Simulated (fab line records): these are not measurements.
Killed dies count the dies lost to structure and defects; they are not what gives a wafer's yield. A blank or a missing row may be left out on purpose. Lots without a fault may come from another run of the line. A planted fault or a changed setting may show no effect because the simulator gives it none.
fab line records    flow sky130
record lots=5  wafers=15  lastDay=49
route steps=708 shown VIA2@511 METAL3@532 CAPM@537 PAD_OPEN@708
lots that met no fault: taken from a fault-free run of the same line
startH: hours from the record's first day to the start of the lot's first wafer shown    waitH: hours since the lot's step before    " identical to the entry in the row above    L1.1+2: a row that stands for several wafers    - no value present, or no start provided    * or withheld: withheld    < > ~ a bound
route shown NAME@n: a module of which the file shows steps, and the number in the route of the first    usual: mean/standard deviation of fault-free wafers    same: alike in all rows    chamber/n: place in a boat    sites: each site's reading    _std_site: standard deviation of those values    _edge_site: inner sites' mean taken away from outer sites' mean    radiusMm: for every site, how far away it sits from the centre of the wafer    mask NAME#n: copy n    behind: the most recent tool/chamber to have shaped the wafer    hold: what put the lot on hold/how long, in hours/how the hold closed    device: transistor that didn't switch, given as n, p or np    end of line: tests run on the same wafers once the route is complete    a step without rows: its recipe alone    killed: not the wafer's yield, but the dies lost to structure and defects at the first sort    map: the dies of a wafer, with x for killed, . for not killed, _ for no die there
set.NAME: setting as actually run; set.NAME@STEP: the setting as run at that earlier step    model.NAME: the simulator's own value behind a step, which no gauge read
lots at selected steps of the route; one table per step, one row per wafer
services: the hour from which a tool's chamber was out of use, counted from the record's first day as startH (under 0 if before that day), plus the number of hours and why
## steps
# step SKY_VIA2_DEHYDRATE_04
# recipe tempC=200  timeS=60
# step SKY_VIA2_HMDS_05
# recipe primeTimeS=60  primeTempC=120
# step SKY_VIA2_COAT_06
# recipe resist=BARC  tempC=withheld  timeS=withheld  spinRpm=3000  resistThkNm=60
# step SKY_VIA2_COAT_07
# recipe resist=KrF-thick  spinRpm=3000  resistThkNm=450
# step SKY_VIA2_SOFTBAKE_08
# recipe tempC=100  timeS=90  resist=KrF-thick
# step SKY_VIA2_EXPOSE_09
# recipe maskId=VIM2  na=0.8  sourceShape=annular  sigmaInner=0.55  sigmaOuter=0.85  targetCdNm=200  doseMj=38
# step SKY_VIA2_PEB_10
# recipe pebTempC=withheld  pebTimeS=withheld  resist=KrF-thick
# step SKY_VIA2_DEVELOP_11
# recipe developTimeS=60  resist=KrF-thick  devTempC=21
# step SKY_VIA2_ETCH_14
# recipe chemistry=N2/H2  target=BARC  ionEnergyEv=200  sourceW=500  biasW=100  pressureMtorr=30  n2FlowSccm=100  h2FlowSccm=200  stopOn=SiO2  timeS=45.9  targetDepthA=600
# step SKY_VIA2_ETCH_15
# recipe target=SiO2  chemistry=C4F8/O2/Ar  targetDepthNm=546  stopOn=TiN  maskMaterial=KrF-thick  sourceW=1500  biasW=1200  pressureMtorr=40  c4f8FlowSccm=withheld  O2_flow_sccm=6  Ar_flow_sccm=300  timeS=84
# usual oesProductAu=0.940/0.0045
lot.wafer  tool        chamber  startH  waitH  oesProductAu  rfHoursCounterH
L574.1     rieDiel-04  2        865.18  0.0    0.942         9
L574.3     "           1        "       "      0.942         7
L574.5     "           1        "       "      0.942         -
L585.2     rieDiel-03  3        944.73  0.0    0.936         15
L585.3     "           2        "       "      0.935         2
L585.4     "           0        "       "      0.941         0
L586.1     rieDiel-04  1        950.26  0.0    0.939         9
L586.3     "           3        "       "      0.935         11
L586.6     "           3        "       "      0.933         -
L588.1     rieDiel-04  2        968.78  0.0    0.946         12
L588.2     "           0        "       "      0.943         18
L588.4     "           3        "       "      0.946         11
L589.3     rieDiel-04  2        971.41  0.0    0.944         12
L589.4     "           1        "       "      0.936         10
L589.5     "           3        "       "      0.939         -
# step SKY_VIA2_STRIP_16
# recipe chemistry=O2/N2  powerW=1400  pressureMtorr=1500  platenTempC=withheld  o2FlowSccm=3000  n2FlowSccm=300  overashFraction=0.5
# step SKY_VIA2_STRIP_17
# recipe chemistry=postEtchResidueRemover  timeS=1200  tempC=72.5
# step SKY_VIA2_CLEAN_18
# recipe chemistry=IPA  timeS=180  tempC=25
# step SKY_VIA2_CLEAN_19
# recipe chemistry=O3/DIW  dry=n2Spin
# step SKY_VIA2_SPUTTER_20
# recipe material=TiN  targetThkNm=20  chamberPressurePa=5  powerW=4000  timeS=80
# step SKY_VIA2_CVD_21
# recipe material=W  targetThkNm=420  timeS=126.4  tempC=400  pressureTorr=40
# step SKY_VIA2_CMP_24
# recipe stopOn=SiO2  tOverpolishS=20  downForcePsi=3.5  platenRpm=60  targetThkNm=0  padVelocityMS=0.94248
# step SKY_METAL3_SPUTTER_00
# recipe material=Ti  targetThkNm=15  powerW=3000  timeS=10  chamberPressurePa=0.4
# step SKY_METAL3_SPUTTER_01
# recipe material=TiN  targetThkNm=20  powerW=6500  timeS=16.7  chamberPressurePa=0.4
# step SKY_METAL3_SPUTTER_02
# recipe material=AlCu  targetThkNm=735  powerW=10600  timeS=39.1  chamberPressurePa=0.4
# step SKY_METAL3_SPUTTER_03
# recipe material=Ti  targetThkNm=5  powerW=3000  timeS=3.3  chamberPressurePa=0.4
# step SKY_METAL3_SPUTTER_04
# recipe material=TiN  targetThkNm=70  powerW=6500  timeS=58.3  chamberPressurePa=0.4
# step SKY_CAPM_CVD_00
# recipe material=SiO2  targetThkNm=15.5  tempC=400  timeS=withheld  rfW=450
# step SKY_CAPM_SPUTTER_02
# recipe material=TiN  targetThkNm=200  tempC=300  powerW=6500  timeS=166.7  chamberPressurePa=0.4
# step SKY_CAPM_DEHYDRATE_05
# recipe tempC=200  timeS=60
# step SKY_CAPM_HMDS_06
# recipe primeTimeS=60  primeTempC=120
# step SKY_CAPM_COAT_07
# recipe resist=NOVOLAK  spinRpm=3000  resistThkNm=1140
# step SKY_CAPM_SOFTBAKE_08
# recipe tempC=90  timeS=60  resist=NOVOLAK
# step SKY_CAPM_EXPOSE_09
# recipe maskId=CAPM  na=0.6  sourceShape=conventional  sigmaOuter=0.6  polarization=unpolarized  targetCdNm=1000  doseMj=159
# step SKY_CAPM_PEB_10
# recipe tempC=withheld  timeS=*  resist=NOVOLAK
# step SKY_CAPM_DEVELOP_11
# recipe resist=NOVOLAK  developer=TMAH  developTimeS=60  devTempC=23
# step SKY_CAPM_METAL_ETCH_13
# recipe targetDepthNm=220  stopOn=SiO2  chemistry=Cl2/BCl3  target=TiN  pressureMtorr=10  icpW=900  biasW=48.5  Cl2_flow_sccm=60  bcl3FlowSccm=30  timeS=62.9
# step SKY_CAPM_STRIP_14
# recipe chemistry=O2/N2  powerW=1400  pressureMtorr=1500  platenTempC=withheld  o2FlowSccm=3000  n2FlowSccm=300  overashFraction=0.5
# step SKY_PAD_OPEN_PROBE_99
# usual defectLimitedYield=82.8/2  killed_at_M0_to_M3=43/7.2  killed_at_M4_up=3.0/2  killedAtContacts=24/5.5  killedAtFrontEnd=15/4.2  killedAtOther=0.3/0.51  killedDies=85/10  killedOpen=46/7.3  killedShort=38/6.4  sort_bin_3_pad_short=0.9/0.42  sort_bin_5_function=10.3/1.5  sort_bin_6_memory=6.0/1.2  sortNPass=407/10  sortYieldPct=82.8/2
# same grossDies=492  killedAtBackSide=0  sort_bin_4_leakage[%]=0  sort_bin_8_speed[%]=0
lot.wafer  tool       chamber  startH   waitH  defectLimitedYield[%]  killed_at_M0_to_M3  killed_at_M4_up  killedAtContacts  killedAtFrontEnd  killedAtOther  killedDies  killedOpen  killedShort  sort_bin_3_pad_short[%]  sort_bin_5_function[%]  sort_bin_6_memory[%]  sortNPass  sortYieldPct[%]  model.etest.tester.sortNPass  model.etest.tester.sortYieldPct  model.etest.tester.sort_bin_5_pct  model.etest.tester.sort_bin_3_pct
L574.1     prober-01  -        1090.68  0.1    82.7                   48                  2                27                8                 0              85          47          38           1.4                      11.6                    4.3                   407        82.7             407                           82.72                            11.59                              1.423
L574.3     prober-01  -        1090.78  0.2    83.1                   44                  1                26                12                0              83          59          24           0                        11.2                    5.7                   409        83.1             409                           83.13                            11.18                              0
L574.5     prober-01  -        1090.88  0.2    85.8                   41                  2                22                4                 1              70          44          26           0.2                      10.0                    4.1                   422        85.8             422                           85.77                            9.959                              0.2033
L585.2     prober-01  -        1152.69  0.1    84.6                   37                  5                19                15                0              76          31          45           1.2                      7.5                     6.7                   416        84.6             416                           84.55                            7.52                               1.22
L585.3     prober-01  -        1152.74  0.2    84.8                   38                  4                23                10                0              75          42          33           0.6                      8.9                     5.7                   417        84.8             417                           84.76                            8.943                              0.6098
L585.4     prober-01  -        1152.79  0.2    83.1                   45                  7                19                12                0              83          51          32           1.0                      10.0                    5.9                   409        83.1             409                           83.13                            9.959                              1.016
L586.1     prober-02  -        1156.55  0.1    75.4                   70                  3                34                13                1              121         46          45           3.5                      14.6                    6.5                   371        75.4             371                           75.41                            14.63                              3.455
L586.3     prober-02  -        1156.65  0.2    76.8                   72                  3                25                14                0              114         45          31           2.6                      13.6                    6.9                   378        76.8             378                           76.83                            13.62                              2.642
L586.6     prober-02  -        1156.80  0.2    74.8                   86                  0                22                16                0              124         47          41           4.5                      14.6                    6.1                   368        74.8             368                           74.8                             14.63                              4.472
L588.1     prober-02  -        1171.83  0.1    71.7                   97                  4                25                12                1              139         31          34           3.9                      17.3                    7.1                   353        71.7             353                           71.75                            17.28                              3.862
L588.2     prober-02  -        1171.88  0.1    73.6                   82                  2                26                20                0              130         47          40           4.1                      14.2                    8.1                   362        73.6             362                           73.58                            14.23                              4.065
L588.4     prober-02  -        1171.98  0.2    76.6                   74                  2                18                20                1              115         47          31           3.7                      13.2                    6.5                   377        76.6             377                           76.63                            13.21                              3.659
L589.3     prober-01  -        1174.18  0.2    70.3                   105                 4                23                14                0              146         48          35           5.9                      16.3                    7.5                   346        70.3             346                           70.33                            16.26                              5.894
L589.4     prober-01  -        1174.23  0.2    80.5                   61                  2                22                11                0              96          29          32           3.0                      12.0                    4.5                   396        80.5             396                           80.49                            11.99                              3.049
L589.5     prober-01  -        1174.28  0.2    72.0                   85                  3                29                21                0              138         55          43           2.8                      18.1                    7.1                   354        72.0             354                           71.95                            18.09                              2.846
# killed by level:class
L574.1 VIA1:geometricParticle:open=11 CONTACT:geometricParticle:open=10 LI_CONTACT:geometricParticle:open=7 VIA2:geometricParticle:open=6 METAL2:geometricParticle:short=6 VIA1:geometricParticle:short=5 VIA3:geometricParticle:short=5 VIA3:geometricParticle:open=5
L574.3 CONTACT:geometricParticle:open=13 VIA1:geometricParticle:open=10 VIA3:geometricParticle:open=9 LI_CONTACT:geometricParticle:open=8 VIA2:geometricParticle:open=5 VIA2:geometricParticle:short=5 FIELD_ISO:geometricParticle:open=4 POLY_GATE:geometricParticle:open=3
L574.5 CONTACT:geometricParticle:open=11 VIA1:geometricParticle:open=10 VIA1:geometricParticle:short=9 LI_CONTACT:geometricParticle:open=7 VIA2:geometricParticle:open=6 VIA3:geometricParticle:open=6 METAL2:geometricParticle:short=5 FIELD_ISO:geometricParticle:short=2
L585.2 VIA1:geometricParticle:open=7 METAL2:geometricParticle:short=6 CONTACT:geometricParticle:short=6 LI_CONTACT:geometricParticle:open=5 POLY_GATE:geometricParticle:short=5 LOCAL_INTERCONNECT:geometricParticle:short=5 METAL3:geometricParticle:short=5 VIA2:geometricParticle:open=5
L585.3 CONTACT:geometricParticle:open=9 LI_CONTACT:geometricParticle:open=7 VIA1:geometricParticle:open=7 VIA1:geometricParticle:short=6 VIA2:geometricParticle:open=6 LOCAL_INTERCONNECT:geometricParticle:short=5 METAL2:geometricParticle:short=4 VIA3:geometricParticle:open=4
L585.4 VIA1:geometricParticle:open=13 CONTACT:geometricParticle:open=11 METAL2:geometricParticle:short=6 VIA1:geometricParticle:short=5 VIA2:geometricParticle:open=5 METAL1:geometricParticle:short=4 POLY_GATE:geometricParticle:open=4 LI_CONTACT:geometricParticle:open=4
L586.1 VIA2:unspecified=30 CONTACT:geometricParticle:open=11 LI_CONTACT:geometricParticle:open=9 CONTACT:geometricParticle:short=8 VIA3:geometricParticle:open=7 METAL1:geometricParticle:short=7 LOCAL_INTERCONNECT:geometricParticle:short=6 VIA1:geometricParticle:open=6
L586.3 VIA2:unspecified=38 VIA1:geometricParticle:open=13 CONTACT:geometricParticle:open=10 LI_CONTACT:geometricParticle:open=6 FIELD_ISO:geometricParticle:open=5 METAL2:geometricParticle:short=5 POLY_GATE:geometricParticle:short=5 CONTACT:geometricParticle:short=4
L586.6 VIA2:unspecified=36 CONTACT:geometricParticle:open=10 VIA1:geometricParticle:open=9 VIA2:geometricParticle:open=8 VIA1:geometricParticle:short=7 FIELD_ISO:geometricParticle:open=6 METAL3:geometricParticle:short=5 METAL1:geometricParticle:short=5
L588.1 VIA2:unspecified=74 CONTACT:geometricParticle:open=9 METAL1:geometricParticle:short=7 LOCAL_INTERCONNECT:geometricParticle:short=6 FIELD_ISO:geometricParticle:short=5 VIA1:geometricParticle:open=5 LI_CONTACT:geometricParticle:open=5 CONTACT:geometricParticle:short=4
L588.2 VIA2:unspecified=43 VIA1:geometricParticle:open=10 VIA2:geometricParticle:open=9 CONTACT:geometricParticle:open=9 FIELD_ISO:geometricParticle:open=7 FIELD_ISO:geometricParticle:short=7 LI_CONTACT:geometricParticle:open=6 CONTACT:geometricParticle:short=5
L588.4 VIA2:unspecified=37 VIA1:geometricParticle:open=12 FIELD_ISO:geometricParticle:open=8 FIELD_ISO:geometricParticle:short=7 METAL2:geometricParticle:short=7 LI_CONTACT:geometricParticle:open=6 CONTACT:geometricParticle:open=5 VIA2:geometricParticle:open=5
L589.3 VIA2:unspecified=63 LI_CONTACT:geometricParticle:open=11 VIA2:geometricParticle:open=9 VIA1:geometricParticle:open=7 POLY_GATE:geometricParticle:short=6 VIA2:geometricParticle:short=5 VIA3:geometricParticle:open=5 METAL3:geometricParticle:short=4
L589.4 VIA2:unspecified=35 CONTACT:geometricParticle:open=9 METAL1:geometricParticle:short=6 VIA1:geometricParticle:short=5 METAL2:geometricParticle:short=5 CONTACT:geometricParticle:short=4 VIA1:geometricParticle:open=4 VIA2:geometricParticle:open=4
L589.5 VIA2:unspecified=40 VIA1:geometricParticle:open=15 LI_CONTACT:geometricParticle:open=11 CONTACT:geometricParticle:open=9 FIELD_ISO:geometricParticle:open=7 CONTACT:geometricParticle:short=6 METAL2:geometricParticle:short=6 VIA3:geometricParticle:open=5
# map L586.6 (x killed, . not)
__________...xxxxxxx_________
________...x..x.xxxxxx_______
______.....x...xxxxxxxxx_____
_____.....x.x...xxxxxxxx.____
____....x........xxxxxx..x___
___.x....x.x....xxxx.xx..x.__
__........xx.x.....x...x..x._
_..........................x.
_..xx.................x......
_....x.....x........x........
_xxx......x.x.......x.......x
_x...x..........x.......x....
_x.......xx.x.x...x..........
_xxx.x...xx..x....xx.........
_.x......x...x.x.....x..x....
__..x.x................x...._
___.......x..x.x........x..__
____....x.......x........x___
_____x....x.....x...x..x.____
______.x.........x..xxxx_____
________x......x...x.._______
__________....x.x..._________
# map L588.1 (x killed, . not)
__________.........._________
________..x....x......_______
______.x......x..x......_____
_____.x..x...x......x.xx.____
____....x....xx.......x..x___
___...........x.........x..__
__...........x.............._
_..x....x..........x.....xx..
_xx.x.........x....x..x......
_x.........x..x............x.
_.......................xx...
_.x...x....x....x.........xxx
_..........xx.xxx...xxx......
_....x..xx..xxxxxxx.x........
_.......x.x..xxxxxxxx.......x
__...x....xxxxxxxxxxx....xx._
___........xxxxxxxxxx....x.__
____..x...xxxxxxxxxxx...x.___
_____......xxxxxxxxxx....____
______...xx.xxxxxxx....._____
________.....xx.xxxx.._______
__________....x..xx._________
## services
tool        chamber  startH  hours  kind
rieDiel-03  -        896.80  15.6   pm
rieDiel-04  1        903.66  8.8    repair
rieDiel-03  -        912.40  14.6   pm
rieDiel-03  0        927.00  -      clean
rieDiel-03  0        927.00  14.4   scheduledDown
rieDiel-03  0        927.00  14.4   ventCycle
rieDiel-03  2        934.23  3.7    repair
rieDiel-03  -        955.93  1.2    repair
rieDiel-03  3        966.75  7.6    repair
## key
firstSign step=SKY_PAD_OPEN_PROBE_99  reading=sort_bin_3_pad_short  direction=up  sigmas=7  usual=0.9  struck=3.8
effect step=SKY_PAD_OPEN_PROBE_99  reading=killed_at_M0_to_M3  direction=up  sigmas=5.3  usual=43  struck=81
modelEffect step=SKY_PAD_OPEN_PROBE_99  value=etest.tester.sortNPass  without=406  struck=367.2
metAt SKY_VIA2_ETCH_15
struckWafers L586.1,L586.3,L586.6,L588.1,L588.2,L588.4,L589.3,L589.4,L589.5
onsetBetween 865.18 950.26
alsoFits time
fault kind=chamberParticleSource  tool=rieDiel-04  chamber=-  onsetH=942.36  steps=SKY_VIA2_ETCH_15  ratePerVisitCm2=1.8001  endH=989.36
